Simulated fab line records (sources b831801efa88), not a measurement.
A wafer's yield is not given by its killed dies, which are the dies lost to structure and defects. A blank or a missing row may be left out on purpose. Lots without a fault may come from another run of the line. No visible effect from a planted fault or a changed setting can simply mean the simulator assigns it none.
fab line records + flow gf180mcu
[record]
- lots = 5
- wafers = 15
- lastDay = 30
route steps=602 shown NWELL@50 LVPWELL@54 MVSD@66 MVPSD@78 VT_IMPLANT@90
lots with no fault: from the same line, run without faults
startH: the number of hours between the record's first day and the start of the first shown wafer of the lot + waitH: hours elapsed since this lot's preceding step + " unchanged from the row above + L1.1+2: one row covering several wafers at once + - either no value or no given start + * or withheld: withheld + < > ~ a bound
route shown NAME@n: names a module that has steps shown in the file, with the first one's number in the route + usual: mean/standard deviation of fault-free wafers + same: alike in all rows + chamber/n: place in a boat + sites: per-site readings + _std_site: standard deviation across them + _edge_site: inner sites' mean taken away from outer sites' mean + radiusMm: how far each site lies from the wafer's centre + mask NAME#n: copy n + behind: tool/chamber where the wafer was last shaped + hold: reason for holding the lot/hours on hold/outcome of the hold + device: whichever transistor did not switch (one of n, p or np) + end of line: at the end of the route, the tests of the same wafers + a step with no rows: only its recipe + killed: count of dies lost to structure and defects at first sort (not the wafer's yield) + map: a wafer's dies, x killed, . not, _ none there
set.NAME: setting as actually run; set.NAME@STEP: the setting as run at that earlier step + model.NAME: the simulator's own value behind a step, which no gauge read
lots seen at some steps along the route; tables by step, rows by wafer
services: from which hour (startH, from the record's first day; less than 0 if before it) a tool's chamber was out of use, for how many hours, and why
[[steps]]
[step GF_NWELL_IMPLANT_08]
[recipe]
- species = P
- energyKev = 450
- doseCm2 = 1.5e+13
- tiltDeg = 0
[step GF_NWELL_IMPLANT_09]
[recipe]
- species = P
- energyKev = 160
- doseCm2 = 4e+12
- tiltDeg = 0
[step GF_NWELL_STRIP_10]
[recipe]
- chemistry = O2/N2
- powerW = 1400
- pressureMtorr = 1500
- platenTempC = 250
- o2FlowSccm = 3000
- n2FlowSccm = 300
- overashFraction = 0.5
[usual]
- drypumpMotorCurrentA = 5.6/0.32
- heaterPowerW = 305/32
- oesProductAu = 0.722/0.0044
- stripTimeToEndpointS = 36.92/0.098
| lot.wafer | tool           | chamber | startH | waitH | drypumpMotorCurrentA | heaterPowerW | oesProductAu | rfHoursCounterH | stripTimeToEndpointS |
|-----------|----------------|---------|--------|-------|----------------------|--------------|--------------|-----------------|----------------------|
| L757.1    | plasmaAsher-01 | 1       | 58.50  | 0.1   | 6.2                  | 290          | 0.724        | 46              | 36.86                |
| L757.4    | "              | 0       | "      | "     | 5.7                  | 377          | 0.718        | -               | 36.87                |
| L757.5    | "              | 0       | "      | "     | 5.7                  | 387          | 0.728        | -               | 36.91                |
| L758.2    | plasmaAsher-03 | 1       | 61.17  | 0.1   | 5.9                  | 294          | 0.729        | 35              | 36.89                |
| L758.3    | "              | 1       | "      | "     | 5.9                  | 294          | 0.719        | -               | 36.94                |
| L758.4    | "              | 0       | "      | "     | 5.2                  | 302          | 0.725        | -               | 36.95                |
| L760.2    | plasmaAsher-01 | 1       | 73.43  | 0.1   | 6.2                  | 290          | 0.723        | 47              | 36.96                |
| L760.4    | "              | 0       | "      | "     | 5.7                  | 388          | 0.715        | -               | 36.89                |
| L760.6    | "              | 0       | "      | "     | 5.7                  | 379          | 0.723        | -               | 36.83                |
| L761.1    | plasmaAsher-04 | 1       | 76.78  | 0.1   | 5.3                  | 296          | 0.724        | 43              | 36.77                |
| L761.3    | "              | 0       | "      | "     | 5.5                  | 275          | 0.728        | -               | 36.84                |
| L761.4    | "              | 1       | "      | "     | 5.3                  | 299          | 0.716        | -               | 36.83                |
| L762.4    | plasmaAsher-04 | 1       | 82.10  | 0.1   | 5.3                  | 299          | 0.723        | -               | 36.92                |
| L762.5    | "              | 0       | "      | "     | 5.5                  | 272          | 0.721        | -               | 36.83                |
| L762.6    | "              | 1       | "      | "     | 5.3                  | 311          | 0.724        | -               | 36.82                |
[step GF_NWELL_TW_MEAS_11]
[usual]
- NWELL_TW = 1579/18
| lot.wafer | tool         | chamber | startH | waitH | NWELL_TW |
|-----------|--------------|---------|--------|-------|----------|
| L757.1    | filmMetro-02 | -       | 58.60  | 0.1   | 1576     |
| L757.4    | "            | -       | "      | "     | 1571     |
| L757.5    | "            | -       | "      | "     | 1571     |
| L758.2    | filmMetro-01 | -       | 61.28  | 0.1   | 1594     |
| L758.3    | "            | -       | "      | "     | 1592     |
| L758.4    | "            | -       | "      | "     | 1590     |
| L760.2    | filmMetro-04 | -       | 73.54  | 0.1   | 1604     |
| L760.4    | "            | -       | "      | "     | 1601     |
| L760.6    | "            | -       | "      | "     | 1601     |
| L761.1    | filmMetro-02 | -       | 76.88  | 0.1   | 1557     |
| L761.3    | "            | -       | "      | "     | 1562     |
| L761.4    | "            | -       | "      | "     | 1563     |
| L762.4    | filmMetro-04 | -       | 82.20  | 0.1   | 1594     |
| L762.5    | "            | -       | "      | "     | 1595     |
| L762.6    | "            | -       | "      | "     | 1595     |
[step GF_LVPWELL_DEHYDRATE_00]
[recipe]
- tempC = 200
- timeS = 60
[step GF_LVPWELL_HMDS_01]
[recipe]
- primeTimeS = 60
- primeTempC = 120
[step GF_LVPWELL_COAT_02]
[recipe]
- spinRpm = 2000
- resistThkNm = 3000
[step GF_LVPWELL_SOFTBAKE_03]
[recipe]
- tempC = 110
- timeS = withheld
[step GF_LVPWELL_EXPOSE_04]
[recipe]
- maskId = LVPWELL
- targetCdNm = 600
- na = 0.6
- sourceShape = conventional
- sigmaOuter = 0.6
- doseMj = 260
[step GF_LVPWELL_PEB_05]
[recipe]
- tempC = 115
- timeS = withheld
[step GF_LVPWELL_DEVELOP_06]
[recipe]
- wallAngleDeg = 90
- developTimeS = 60
- devTempC = 23
[step GF_LVPWELL_OVL_MEAS_07]
[usual]
- LVPWELL_OVL = -1.8/1.3
| lot.wafer | tool       | chamber | startH | waitH | LVPWELL_OVL[nm] |
|-----------|------------|---------|--------|-------|-----------------|
| L757.1    | overlay-01 | -       | 71.76  | -     | -1.5            |
| L757.4    | "          | -       | "      | "     | -2.0            |
| L757.5    | "          | -       | "      | "     | -2.4            |
| L758.2    | overlay-01 | -       | 73.80  | -     | -2.6            |
| L758.3    | "          | -       | "      | "     | -0.3            |
| L758.4    | "          | -       | "      | "     | -2.5            |
| L760.2    | overlay-02 | -       | 86.87  | -     | -2.5            |
| L760.4    | "          | -       | "      | "     | -3.0            |
| L760.6    | "          | -       | "      | "     | -1.8            |
| L761.1    | overlay-01 | -       | 89.85  | -     | -0.1            |
| L761.3    | "          | -       | "      | "     | 0.3             |
| L761.4    | "          | -       | "      | "     | -0.3            |
| L762.4    | overlay-02 | -       | 96.06  | -     | -2.6            |
| L762.5    | "          | -       | "      | "     | -2.6            |
| L762.6    | "          | -       | "      | "     | -2.2            |
[step GF_LVPWELL_IMPLANT_08]
[recipe]
- species = B
- energyKev = 170
- doseCm2 = 1.5e+13
- tiltDeg = 0
[usual]
- faradayCurrentUA = 84.5/1.7
- implantIonAmu = 11/0
| lot.wafer | tool         | chamber | startH | waitH | faradayCurrentUA | implantIonAmu | model.implant.rpNm | model.implant.drpNm |
|-----------|--------------|---------|--------|-------|------------------|---------------|--------------------|---------------------|
| L757.1    | implanter-04 | 0       | 71.80  | 0.0   | 87.8             | 11            | 483.5              | 102.4               |
| L757.4    | "            | 0       | "      | "     | 84.3             | 11            | 483.5              | 102.4               |
| L757.5    | "            | 0       | "      | "     | 81.8             | 11            | 483.5              | 102.4               |
| L758.2    | implanter-03 | 0       | 73.86  | 0.0   | 84.4             | 11            | 477.3              | 102.4               |
| L758.3    | "            | 0       | "      | "     | 84.3             | 11            | 477.3              | 102.4               |
| L758.4    | "            | 0       | "      | "     | 86.4             | 11            | 477.3              | 102.4               |
| L760.2    | implanter-03 | 0       | 86.92  | 0.0   | 83.4             | 31            | 214.5              | 68.9                |
| L760.4    | "            | 0       | "      | "     | 82.0             | 31            | 214.5              | 68.9                |
| L760.6    | "            | 0       | "      | "     | 83.5             | 31            | 214.5              | 68.9                |
| L761.1    | implanter-04 | 0       | 89.88  | 0.0   | 85.2             | 31            | 218.8              | 68.9                |
| L761.3    | "            | 0       | "      | "     | 87.3             | 31            | 218.8              | 68.9                |
| L761.4    | "            | 0       | "      | "     | 87.0             | 31            | 218.8              | 68.9                |
| L762.4    | implanter-04 | 0       | 96.16  | 0.1   | 82.1             | 31            | 216.6              | 68.9                |
| L762.5    | "            | 0       | "      | "     | 84.7             | 31            | 216.6              | 68.9                |
| L762.6    | "            | 0       | "      | "     | 84.2             | 31            | 216.6              | 68.9                |
[step GF_LVPWELL_IMPLANT_09]
[recipe]
- species = B
- energyKev = 60
- doseCm2 = 5e+12
- tiltDeg = 0
[step GF_LVPWELL_STRIP_10]
[recipe]
- chemistry = O2/N2
- powerW = 1400
- pressureMtorr = 1500
- platenTempC = 250
- o2FlowSccm = 3000
- n2FlowSccm = 300
- overashFraction = 0.5
[usual]
- drypumpMotorCurrentA = 5.38/0.28
- heaterPowerW = 306/22
- oesProductAu = 0.723/0.0044
- stripTimeToEndpointS = 36.95/0.13
| lot.wafer | tool           | chamber | startH | waitH | drypumpMotorCurrentA | heaterPowerW | oesProductAu | rfHoursCounterH | stripTimeToEndpointS |
|-----------|----------------|---------|--------|-------|----------------------|--------------|--------------|-----------------|----------------------|
| L757.1    | plasmaAsher-02 | 0       | 72.10  | 0.1   | 5.60                 | 350          | 0.718        | 23              | 36.96                |
| L757.4    | "              | 1       | "      | "     | 4.96                 | 304          | 0.722        | -               | 37.05                |
| L757.5    | "              | 0       | "      | "     | 5.59                 | 355          | 0.728        | -               | 36.88                |
| L758.2    | plasmaAsher-02 | 0       | 74.13  | 0.1   | 5.61                 | 345          | 0.726        | 23              | 36.87                |
| L758.3    | "              | 0       | "      | "     | 5.60                 | 340          | 0.723        | -               | 36.85                |
| L758.4    | "              | 1       | "      | "     | 4.94                 | 303          | 0.717        | -               | 36.78                |
| L760.2    | plasmaAsher-03 | 1       | 87.20  | 0.1   | 5.83                 | 286          | 0.728        | 38              | 37.08                |
| L760.4    | "              | 0       | "      | "     | 5.24                 | 307          | 0.722        | -               | 37.11                |
| L760.6    | "              | 1       | "      | "     | 5.82                 | 293          | 0.722        | -               | 36.96                |
| L761.1    | plasmaAsher-03 | 0       | 90.18  | 0.1   | 5.23                 | 309          | 0.722        | 38              | 36.82                |
| L761.3    | "              | 0       | "      | "     | 5.22                 | 302          | 0.725        | -               | 36.79                |
| L761.4    | "              | 1       | "      | "     | 5.85                 | 283          | 0.730        | -               | 36.83                |
| L762.4    | plasmaAsher-04 | 1       | 96.42  | 0.1   | 5.26                 | 309          | 0.727        | -               | 36.92                |
| L762.5    | "              | 0       | "      | "     | 5.49                 | 278          | 0.720        | -               | 36.78                |
| L762.6    | "              | 1       | "      | "     | 5.26                 | 306          | 0.713        | -               | 36.83                |
[step GF_LVPWELL_TW_MEAS_11]
[usual]
- LVPWELL_TW = 562/6.1
| lot.wafer | tool         | chamber | startH | waitH | LVPWELL_TW |
|-----------|--------------|---------|--------|-------|------------|
| L757.1    | filmMetro-04 | -       | 72.20  | 0.1   | 567        |
| L757.4    | "            | -       | "      | "     | 568        |
| L757.5    | "            | -       | "      | "     | 565        |
| L758.2    | filmMetro-02 | -       | 74.24  | 0.1   | 558        |
| L758.3    | "            | -       | "      | "     | 554        |
| L758.4    | "            | -       | "      | "     | 554        |
| L760.2    | filmMetro-04 | -       | 87.31  | 0.1   | 1328       |
| L760.4    | "            | -       | "      | "     | 1321       |
| L760.6    | "            | -       | "      | "     | 1316       |
| L761.1    | filmMetro-04 | -       | 90.28  | 0.1   | 1322       |
| L761.3    | "            | -       | "      | "     | 1321       |
| L761.4    | "            | -       | "      | "     | 1324       |
| L762.4    | filmMetro-02 | -       | 96.51  | 0.1   | 1287       |
| L762.5    | "            | -       | "      | "     | 1286       |
| L762.6    | "            | -       | "      | "     | 1285       |
[step GF_MVSD_DEHYDRATE_00]
[recipe]
- tempC = 200
- timeS = 60
[step GF_MVSD_HMDS_01]
[recipe]
- primeTimeS = 60
- primeTempC = 120
[step GF_MVSD_COAT_02]
[recipe]
- spinRpm = 2000
- resistThkNm = 3000
[step GF_MVSD_SOFTBAKE_03]
[recipe]
- tempC = 110
- timeS = withheld
[step GF_MVSD_EXPOSE_04]
[recipe]
- maskId = MVSD
- targetCdNm = 1000
- na = 0.6
- sourceShape = conventional
- sigmaOuter = 0.6
- doseMj = 260
[step GF_MVSD_PEB_05]
[recipe]
- tempC = 115
- timeS = withheld
[step GF_MVSD_DEVELOP_06]
[recipe]
- wallAngleDeg = 90
- developTimeS = 60
- devTempC = 23
[step GF_MVSD_OVL_MEAS_07]
[usual]
- MVSD_OVL = 1.0/1.4
| lot.wafer | tool       | chamber | startH | waitH | MVSD_OVL[nm] |
|-----------|------------|---------|--------|-------|--------------|
| L757.1    | overlay-02 | -       | 84.77  | -     | 2.1          |
| L757.4    | "          | -       | "      | "     | 0.3          |
| L757.5    | "          | -       | "      | "     | 0.7          |
| L758.2    | overlay-01 | -       | 87.70  | -     | -1.2         |
| L758.3    | "          | -       | "      | "     | -0.9         |
| L758.4    | "          | -       | "      | "     | 1.7          |
| L760.2    | overlay-02 | -       | 100.99 | -     | 0.5          |
| L760.4    | "          | -       | "      | "     | 0.1          |
| L760.6    | "          | -       | "      | "     | 0.8          |
| L761.1    | overlay-01 | -       | 103.58 | -     | 0.4          |
| L761.3    | "          | -       | "      | "     | 0.6          |
| L761.4    | "          | -       | "      | "     | 3.5          |
| L762.4    | overlay-01 | -       | 110.10 | -     | 1.0          |
| L762.5    | "          | -       | "      | "     | -1.6         |
| L762.6    | "          | -       | "      | "     | 1.2          |
[step GF_MVSD_IMPLANT_08]
[recipe]
- species = P
- energyKev = 400
- doseCm2 = 1.6e+13
- tiltDeg = 0
[step GF_MVSD_IMPLANT_09]
[recipe]
- species = P
- energyKev = 100
- doseCm2 = 5e+12
- tiltDeg = 0
[step GF_MVSD_STRIP_10]
[recipe]
- chemistry = O2/N2
- powerW = 1400
- pressureMtorr = 1500
- platenTempC = 250
- o2FlowSccm = 3000
- n2FlowSccm = 300
- overashFraction = 0.5196
[usual]
- drypumpMotorCurrentA = 5.5/0.39
- heaterPowerW = 319/36
- oesProductAu = 0.717/0.0046
- stripTimeToEndpointS = 36.98/0.12
| lot.wafer | tool           | chamber | startH | waitH | drypumpMotorCurrentA | heaterPowerW | oesProductAu | rfHoursCounterH | stripTimeToEndpointS |
|-----------|----------------|---------|--------|-------|----------------------|--------------|--------------|-----------------|----------------------|
| L757.1    | plasmaAsher-01 | 1       | 85.10  | 0.1   | 6.2                  | 292          | 0.713        | 48              | 37.16                |
| L757.4    | "              | 0       | "      | "     | 5.7                  | 394          | 0.719        | -               | 36.96                |
| L757.5    | "              | 0       | "      | "     | 5.8                  | 395          | 0.718        | -               | 37.09                |
| L758.2    | plasmaAsher-04 | 0       | 88.03  | 0.1   | 5.5                  | 277          | 0.716        | 44              | 36.99                |
| L758.3    | "              | 0       | "      | "     | 5.5                  | 279          | 0.718        | -               | 36.86                |
| L758.4    | "              | 1       | "      | "     | 5.3                  | 308          | 0.714        | -               | 36.87                |
| L760.2    | plasmaAsher-02 | 1       | 101.32 | 0.1   | 5.0                  | 300          | 0.705        | 26              | 37.04                |
| L760.4    | "              | 1       | "      | "     | 4.9                  | 299          | 0.711        | -               | 37.09                |
| L760.6    | "              | 1       | "      | "     | 5.0                  | 295          | 0.714        | -               | 37.04                |
| L761.1    | plasmaAsher-01 | 0       | 103.92 | 0.1   | 5.7                  | 379          | 0.715        | 51              | 36.82                |
| L761.3    | "              | 1       | "      | "     | 6.2                  | 281          | 0.725        | -               | 36.87                |
| L761.4    | "              | 0       | "      | "     | 5.7                  | 374          | 0.724        | -               | 36.79                |
| L762.4    | plasmaAsher-01 | 0       | 110.45 | 0.1   | 5.8                  | 384          | 0.721        | -               | 36.73                |
| L762.5    | "              | 1       | "      | "     | 6.2                  | 289          | 0.720        | -               | 36.85                |
| L762.6    | "              | 0       | "      | "     | 5.7                  | 384          | 0.719        | -               | 36.83                |
[step GF_MVSD_TW_MEAS_11]
[usual]
- MVSD_TW = 1589/20
| lot.wafer | tool         | chamber | startH | waitH | MVSD_TW |
|-----------|--------------|---------|--------|-------|---------|
| L757.1    | filmMetro-04 | -       | 85.20  | 0.1   | 1594    |
| L757.4    | "            | -       | "      | "     | 1597    |
| L757.5    | "            | -       | "      | "     | 1599    |
| L758.2    | filmMetro-01 | -       | 88.14  | 0.1   | 1585    |
| L758.3    | "            | -       | "      | "     | 1598    |
| L758.4    | "            | -       | "      | "     | 1586    |
| L760.2    | filmMetro-01 | -       | 101.43 | 0.1   | 1588    |
| L760.4    | "            | -       | "      | "     | 1582    |
| L760.6    | "            | -       | "      | "     | 1587    |
| L761.1    | filmMetro-02 | -       | 104.02 | 0.1   | 1563    |
| L761.3    | "            | -       | "      | "     | 1560    |
| L761.4    | "            | -       | "      | "     | 1551    |
| L762.4    | filmMetro-01 | -       | 110.55 | 0.1   | 1589    |
| L762.5    | "            | -       | "      | "     | 1593    |
| L762.6    | "            | -       | "      | "     | 1594    |
[step GF_MVPSD_DEHYDRATE_00]
[recipe]
- tempC = 200
- timeS = 60
[step GF_MVPSD_HMDS_01]
[recipe]
- primeTimeS = 60
- primeTempC = 120
[step GF_MVPSD_COAT_02]
[recipe]
- spinRpm = 2000
- resistThkNm = 3000
[step GF_MVPSD_SOFTBAKE_03]
[recipe]
- tempC = 110
- timeS = withheld
[step GF_MVPSD_EXPOSE_04]
[recipe]
- maskId = MVPSD
- targetCdNm = 1000
- na = 0.6
- sourceShape = conventional
- sigmaOuter = 0.6
- doseMj = 260
[step GF_MVPSD_PEB_05]
[recipe]
- tempC = 115
- timeS = withheld
[step GF_MVPSD_DEVELOP_06]
[recipe]
- wallAngleDeg = 90
- developTimeS = 60
- devTempC = 23
[step GF_MVPSD_OVL_MEAS_07]
[usual]
- MVPSD_OVL = 0.1/1.4
| lot.wafer | tool       | chamber | startH | waitH | MVPSD_OVL[nm] |
|-----------|------------|---------|--------|-------|---------------|
| L757.1    | overlay-01 | -       | 98.76  | -     | 0.8           |
| L757.4    | "          | -       | "      | "     | 1.2           |
| L757.5    | "          | -       | "      | "     | 1.1           |
| L758.2    | overlay-02 | -       | 101.99 | -     | 3.3           |
| L758.3    | "          | -       | "      | "     | 0.5           |
| L758.4    | "          | -       | "      | "     | -0.2          |
| L760.2    | overlay-01 | -       | 115.12 | -     | -0.6          |
| L760.4    | "          | -       | "      | "     | -0.3          |
| L760.6    | "          | -       | "      | "     | 0.6           |
| L761.1    | overlay-02 | -       | 118.13 | -     | 0.0           |
| L761.3    | "          | -       | "      | "     | 0.3           |
| L761.4    | "          | -       | "      | "     | 1.3           |
| L762.4    | overlay-01 | -       | 124.23 | -     | 1.0           |
| L762.5    | "          | -       | "      | "     | 0.1           |
| L762.6    | "          | -       | "      | "     | 0.6           |
[step GF_MVPSD_IMPLANT_08]
[recipe]
- species = B
- energyKev = 170
- doseCm2 = 1.5e+13
- tiltDeg = 0
[step GF_MVPSD_IMPLANT_09]
[recipe]
- species = B
- energyKev = 40
- doseCm2 = 4.923e+12
- tiltDeg = 0
[step GF_MVPSD_STRIP_10]
[recipe]
- chemistry = O2/N2
- powerW = 1400
- pressureMtorr = 1500
- platenTempC = 250
- o2FlowSccm = 3000
- n2FlowSccm = 300
- overashFraction = 0.5
[usual]
- drypumpMotorCurrentA = 5.5/0.39
- heaterPowerW = 314/30
- oesProductAu = 0.723/0.0043
- stripTimeToEndpointS = 36.95/0.097
| lot.wafer | tool           | chamber | startH | waitH | drypumpMotorCurrentA | heaterPowerW | oesProductAu | rfHoursCounterH | stripTimeToEndpointS |
|-----------|----------------|---------|--------|-------|----------------------|--------------|--------------|-----------------|----------------------|
| L757.1    | plasmaAsher-03 | 0       | 99.10  | 0.1   | 5.2                  | 308          | 0.723        | 39              | 36.95                |
| L757.4    | "              | 1       | "      | "     | 5.8                  | 294          | 0.729        | -               | 37.02                |
| L757.5    | "              | 1       | "      | "     | 5.8                  | 289          | 0.726        | -               | 36.98                |
| L758.2    | plasmaAsher-03 | 0       | 102.32 | 0.1   | 5.2                  | 304          | 0.724        | 39              | 36.83                |
| L758.3    | "              | 1       | "      | "     | 5.8                  | 281          | 0.724        | -               | 36.99                |
| L758.4    | "              | 0       | "      | "     | 5.2                  | 299          | 0.727        | -               | 37.04                |
| L760.2    | plasmaAsher-03 | 0       | 115.45 | 0.1   | 5.2                  | 308          | 0.725        | 40              | 36.97                |
| L760.4    | "              | 0       | "      | "     | 5.2                  | 302          | 0.723        | -               | 36.93                |
| L760.6    | "              | 0       | "      | "     | 5.2                  | 305          | 0.724        | -               | 36.97                |
| L761.1    | plasmaAsher-02 | 1       | 118.47 | 0.1   | 5.0                  | 301          | 0.729        | 29              | 36.85                |
| L761.3    | "              | 1       | "      | "     | 4.9                  | 310          | 0.728        | -               | 36.89                |
| L761.4    | "              | 0       | "      | "     | 5.6                  | 342          | 0.722        | -               | 36.94                |
| L762.4    | plasmaAsher-02 | 1       | 124.58 | 0.1   | 5.0                  | 303          | 0.725        | -               | 36.87                |
| L762.5    | "              | 0       | "      | "     | 5.6                  | 349          | 0.717        | -               | 36.89                |
| L762.6    | "              | 1       | "      | "     | 5.0                  | 303          | 0.724        | -               | 36.81                |
[step GF_MVPSD_TW_MEAS_11]
[usual]
- MVPSD_TW = 556/6.5
| lot.wafer | tool         | chamber | startH | waitH | MVPSD_TW |
|-----------|--------------|---------|--------|-------|----------|
| L757.1    | filmMetro-01 | -       | 99.20  | 0.1   | 554      |
| L757.4    | "            | -       | "      | "     | 557      |
| L757.5    | "            | -       | "      | "     | 558      |
| L758.2    | filmMetro-04 | -       | 102.43 | 0.1   | 563      |
| L758.3    | "            | -       | "      | "     | 564      |
| L758.4    | "            | -       | "      | "     | 562      |
| L760.2    | filmMetro-04 | -       | 115.56 | 0.1   | 566      |
| L760.4    | "            | -       | "      | "     | 565      |
| L760.6    | "            | -       | "      | "     | 565      |
| L761.1    | filmMetro-04 | -       | 118.60 | 0.1   | 562      |
| L761.3    | "            | -       | "      | "     | 562      |
| L761.4    | "            | -       | "      | "     | 558      |
| L762.4    | filmMetro-04 | -       | 124.68 | 0.1   | 561      |
| L762.5    | "            | -       | "      | "     | 561      |
| L762.6    | "            | -       | "      | "     | 562      |
[step GF_VT_IMPLANT_DEHYDRATE_00]
[recipe]
- tempC = 200
- timeS = 60
[step GF_VT_IMPLANT_HMDS_01]
[recipe]
- primeTimeS = 60
- primeTempC = 120
[step GF_VT_IMPLANT_RS_MEAS_48]
[recipe]
- thkMeasGauge = four-point-probe
[usual]
- LVPWELL_RS = 1196.2/3
| lot.wafer | tool         | chamber | startH | waitH | LVPWELL_RS[ohm/sq] |
|-----------|--------------|---------|--------|-------|--------------------|
| L757.1    | filmMetro-02 | -       | 159.75 | 0.1   | 1199.3             |
| L757.4    | "            | -       | "      | "     | 1197.6             |
| L757.5    | "            | -       | "      | "     | 1201.7             |
| L758.2    | filmMetro-04 | -       | 162.04 | 0.1   | 1196.7             |
| L758.3    | "            | -       | "      | "     | 1194.5             |
| L758.4    | "            | -       | "      | "     | 1195.8             |
| L760.2    | filmMetro-02 | -       | 177.90 | 0.1   | -                  |
| L760.4    | "            | -       | "      | "     | -                  |
| L760.6    | "            | -       | "      | "     | -                  |
| L761.1    | filmMetro-04 | -       | 182.18 | 0.1   | -                  |
| L761.3    | "            | -       | "      | "     | -                  |
| L761.4    | "            | -       | "      | "     | -                  |
| L762.4    | filmMetro-01 | -       | 187.47 | 0.1   | -                  |
| L762.5    | "            | -       | "      | "     | -                  |
| L762.6    | "            | -       | "      | "     | -                  |
[[services]]
| tool           | chamber | startH | hours | kind      |
|----------------|---------|--------|-------|-----------|
| implanter-03   | -       | 38.42  | 4.0   | repair    |
| plasmaAsher-03 | -       | 94.53  | 4.3   | repair    |
| plasmaAsher-03 | -       | 102.63 | 8.0   | pm        |
| implanter-03   | -       | 108.14 | 1.0   | repair    |
| plasmaAsher-04 | -       | 108.75 | 9.0   | pm        |
| plasmaAsher-04 | 0       | 108.75 | 9.0   | ventCycle |
| plasmaAsher-04 | 1       | 108.75 | 9.0   | ventCycle |
| implanter-03   | -       | 112.60 | 2.3   | repair    |
| plasmaAsher-04 | 0       | 117.75 | -     | clean     |
| plasmaAsher-04 | 1       | 117.75 | -     | clean     |
| plasmaAsher-03 | -       | 118.41 | 0.5   | repair    |
[[key]]
[firstSign]
- step = GF_LVPWELL_IMPLANT_08
- reading = implantIonAmu
- direction = up
- sigmas = 99+
- usual = 11
- struck = 31
[effect]
- step = GF_LVPWELL_TW_MEAS_11
- reading = LVPWELL_TW
- direction = up
- sigmas = 99+
- usual = 562
- struck = 1310
[effect]
- step = GF_VT_IMPLANT_RS_MEAS_48
- reading = LVPWELL_RS
- direction = missing
[modelEffect]
- step = GF_LVPWELL_IMPLANT_08
- value = implant.rpNm
- without = 488.5
- struck = 216.6
metAt GF_LVPWELL_IMPLANT_08
struckWafers L760.2,L760.4,L760.6,L761.1,L761.3,L761.4,L762.4,L762.5,L762.6
rowsEnd L760.2,L760.4,L760.6,L762.4,L762.5,L762.6
sortLeftOut L761.1,L761.3,L761.4
testerLeftOut L761
onsetBetween 73.86 86.92
[fault]
- kind = wrongRecipeDownload
- tool = implanter-02,implanter-03,implanter-04
- chamber = -
- onsetH = 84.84
- steps = GF_LVPWELL_IMPLANT_08
- wrongRecipe.notListed = 1
// testerLeftOut: of these lots the tester's yield and bins aren't shown, on N5 and GAA mostly nor the transistor test; their killed dies are dies lost to structure and defects alone, not to doping, threshold or leakage, so they don't give the yield
// sortLeftOut: the simulated sort isn't trusted on such a fault, so these wafers' sort isn't shown, and their yield isn't known
// rowsEnd: these wafers met a further fault down the route, and their rows from its step on are left out
